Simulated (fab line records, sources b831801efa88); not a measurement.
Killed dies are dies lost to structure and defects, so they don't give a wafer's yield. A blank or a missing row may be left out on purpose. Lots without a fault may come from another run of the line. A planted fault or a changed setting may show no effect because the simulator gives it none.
Which tool did it? | flow gf180mcu | 14 lots, 42 wafers sampled, at 5 steps of a route of 602

WHAT THE GAUGES READ, wafer by wafer
GF_DUAL_GATE_THK_MEAS_03.
lot  | measured     | on            | DUAL_GATE_OXIDATION_00_THK (nm)
L476 | day 7 12:26  | film_metro-02 | 11.23 11.33 11.33
L477 | day 8 07:49  | film_metro-03 | 11.15 11.26 11.25
L479 | day 8 16:07  | film_metro-02 | 10.72 10.77 10.76
L480 | day 8 20:03  | film_metro-03 | 10.81 10.83 10.81
L481 | day 9 01:44  | film_metro-02 | 10.89 11.13 11.01
L482 | day 9 09:20  | film_metro-02 | 10.65 10.66 10.65
L483 | day 9 18:19  | film_metro-02 | 10.86 10.53 10.67
L485 | day 10 06:55 | film_metro-02 | 10.74 10.81 10.55
L486 | day 10 11:43 | film_metro-04 | 11.01 11.32 11.24
L487 | day 10 19:04 | film_metro-04 | 10.54 10.81 10.90
L488 | day 11 00:18 | film_metro-03 | 10.74 10.61 10.60
L494 | day 13 02:32 | film_metro-02 | 12.44 12.54 12.53
L495 | day 13 06:52 | film_metro-02 | 12.56 12.36 12.61
L497 | day 13 17:37 | film_metro-04 | 11.21 10.95 10.77

GF_DUAL_GATE_OVL_MEAS_11.
lot  | measured     | on         | DUAL_GATE_OVL (nm)
L476 | day 8 04:31  | overlay-01 | 2.7 1.1 2.3
L477 | day 9 00:24  | overlay-02 | 0.9 1.2 -0.7
L479 | day 9 08:16  | overlay-02 | -0.2 0.3 -1.1
L480 | day 9 13:17  | overlay-01 | 1.0 1.7 1.0
L481 | day 9 18:55  | overlay-01 | 0.6 0.4 0.7
L482 | day 10 02:12 | overlay-01 | 1.1 2.2 0.2
L483 | day 10 12:16 | overlay-01 | -0.9 2.1 2.8
L485 | day 11 00:15 | overlay-02 | 0.1 -1.4 -1.5
L486 | day 11 05:01 | overlay-01 | 2.7 3.2 2.0
L487 | day 11 13:36 | overlay-02 | -0.5 -0.4 -0.4
L488 | day 11 18:50 | overlay-01 | 2.0 2.7 2.6
L494 | day 13 22:54 | overlay-02 | 1.8 0.8 1.5
L495 | day 14 03:01 | overlay-02 | 1.0 0.9 2.4
L497 | day 14 14:11 | overlay-01 | -1.8 -1.9 0.6

GF_HV_LDD_TW_MEAS_11.
lot  | measured     | on            | HV_LDD_TW
L476 | day 9 17:49  | film_metro-03 | 2412 2411 2401
L477 | day 10 18:31 | film_metro-01 | 2402 2393 2406
L479 | day 11 02:34 | film_metro-02 | 2438 2425 2430
L480 | day 11 08:38 | film_metro-01 | 2398 2395 2395
L481 | day 11 14:19 | film_metro-01 | 2397 2390 2401
L482 | day 11 20:35 | film_metro-01 | 2393 2399 2381
L483 | day 12 07:59 | film_metro-03 | 2380 2380 2392
L485 | day 12 22:23 | film_metro-03 | 2398 2393 2391
L486 | day 13 00:43 | film_metro-02 | 2409 2407 2418
L487 | day 13 10:15 | film_metro-01 | 2413 2404 2409
L488 | day 13 15:40 | film_metro-03 | 2388 2384 2398
L494 | day 16 00:28 | film_metro-02 | 2415 2427 2399
L495 | day 16 04:26 | film_metro-03 | 2401 2421 2421
L497 | day 16 16:09 | film_metro-02 | 2426 2423 2428

GF_SALICIDE_RS_MEAS_04: measures by four-point-probe.
lot  | measured     | on            | SALICIDE_TIN_RS (ohm/sq)
L476 | day 14 18:23 | film_metro-02 | 16.6 16.0 16.9
L477 | day 16 00:59 | film_metro-01 | 16.2 16.2 16.1
L479 | day 16 10:40 | film_metro-04 | 16.5 17.3 16.7
L480 | day 16 17:28 | film_metro-04 | 17.6 16.9 16.7
L481 | day 17 00:42 | film_metro-01 | 16.2 17.2 16.5
L482 | day 17 07:55 | film_metro-02 | 16.6 16.8 16.5
L483 | day 17 20:19 | film_metro-04 | 16.7 16.8 16.6
L485 | day 18 14:46 | film_metro-04 | 16.7 17.0 16.9
L486 | day 18 17:49 | film_metro-02 | 17.2 16.8 16.6
L487 | day 19 05:32 | film_metro-01 | 15.9 16.1 16.3
L488 | day 19 09:40 | film_metro-04 | 16.9 16.3 16.5
L494 | day 22 03:56 | film_metro-04 | 16.2 16.2 16.4
L495 | day 22 08:59 | film_metro-04 | 16.6 16.1 16.2
L497 | day 22 19:53 | film_metro-02 | 16.8 16.9 17.0

WHICH TOOL RAN EACH LOT (tool, then ch and the chambers of the sampled wafers, then the start)
lot  | GF_DUAL_GATE_OXIDATION_02
L476 | furnace-01 ch 0, day 7 10:58
L477 | furnace-01 ch 0, day 8 06:22
L479 | furnace-02 ch 0, day 8 14:40
L480 | furnace-01 ch 0, day 8 18:36
L481 | furnace-01 ch 0, day 9 00:17
L482 | furnace-01 ch 0, day 9 07:54
L483 | furnace-02 ch 0, day 9 16:50
L485 | furnace-02 ch 0, day 10 05:28
L486 | furnace-01 ch 0, day 10 10:14
L487 | furnace-01 ch 0, day 10 17:37
L488 | furnace-02 ch 0, day 10 22:51
L494 | furnace-02 ch 0, day 13 01:05
L495 | furnace-02 ch 0, day 13 05:23
L497 | furnace-01 ch 0, day 13 16:11
- GF_DUAL_GATE_OXIDATION_02: stabilise 600 s, purge 300 s, target thk 10.887 nm.

WHAT THE TOOLS THEMSELVES READ (means of the sampled wafers that have a number; where no wafer has one, the mark that the record gives instead)
GF_DUAL_GATE_OXIDATION_02.
lot  | tool       | spike_tc_centre_C (C) | spike_tc_upper_C (C)
L476 | furnace-01 | 900.5                 | 899.4
L477 | furnace-01 | 900.6                 | 898.9
L479 | furnace-02 | 898.5                 | 899.6
L480 | furnace-01 | 901.1                 | 899.3
L481 | furnace-01 | 900.3                 | 900.2
L482 | furnace-01 | 901.0                 | 899.8
L483 | furnace-02 | 898.4                 | 898.7
L485 | furnace-02 | 899.3                 | 898.9
L486 | furnace-01 | 900.7                 | 899.1
L487 | furnace-01 | 900.9                 | 899.1
L488 | furnace-02 | 898.6                 | 899.2
L494 | furnace-02 | 899.7                 | 898.8
L495 | furnace-02 | 898.9                 | 898.9
L497 | furnace-01 | 901.2                 | 898.5

THE ANSWER, worked out from the rows above alone
Rule: what is usual is taken from the lots themselves. Put in order of their means at a reading, lots are off if they are a third of the lots or fewer, leave a main group of 4 or more, and stand apart from it by a gap of 3 or more times the standard deviation of the main group's means; of several such gaps the widest counts. A main group whose means are all the same, to the digits that the tables above print for the reading, isn't used. A lot without any number at a reading at which 4 lots or more have one is off too. The other lots that the step has rows for count as sound. The gauges are gone through in route order, then the tools' own readings, and for those a lot's mean is taken as printed above. The first step at which some lot is off is used, and at that step the reading that is off furthest; a lot without a number counts as furthest.
Off: L494, L495, at GF_DUAL_GATE_THK_MEAS_03 (DUAL_GATE_OXIDATION_00_THK). The main group: mean 10.89 nm, standard deviation 0.23.
A tool fits if, at a process step before that reading, it ran every lot that is off, and no sound lot after the first of them. The gauges at GF_DUAL_GATE_THK_MEAS_03 are tried like those tools. Can't be told from this: 2 tools fit, furnace-02 at GF_DUAL_GATE_OXIDATION_02, film_metro-02 at GF_DUAL_GATE_THK_MEAS_03.

WHAT THE SIMULATOR HAD PUT IN
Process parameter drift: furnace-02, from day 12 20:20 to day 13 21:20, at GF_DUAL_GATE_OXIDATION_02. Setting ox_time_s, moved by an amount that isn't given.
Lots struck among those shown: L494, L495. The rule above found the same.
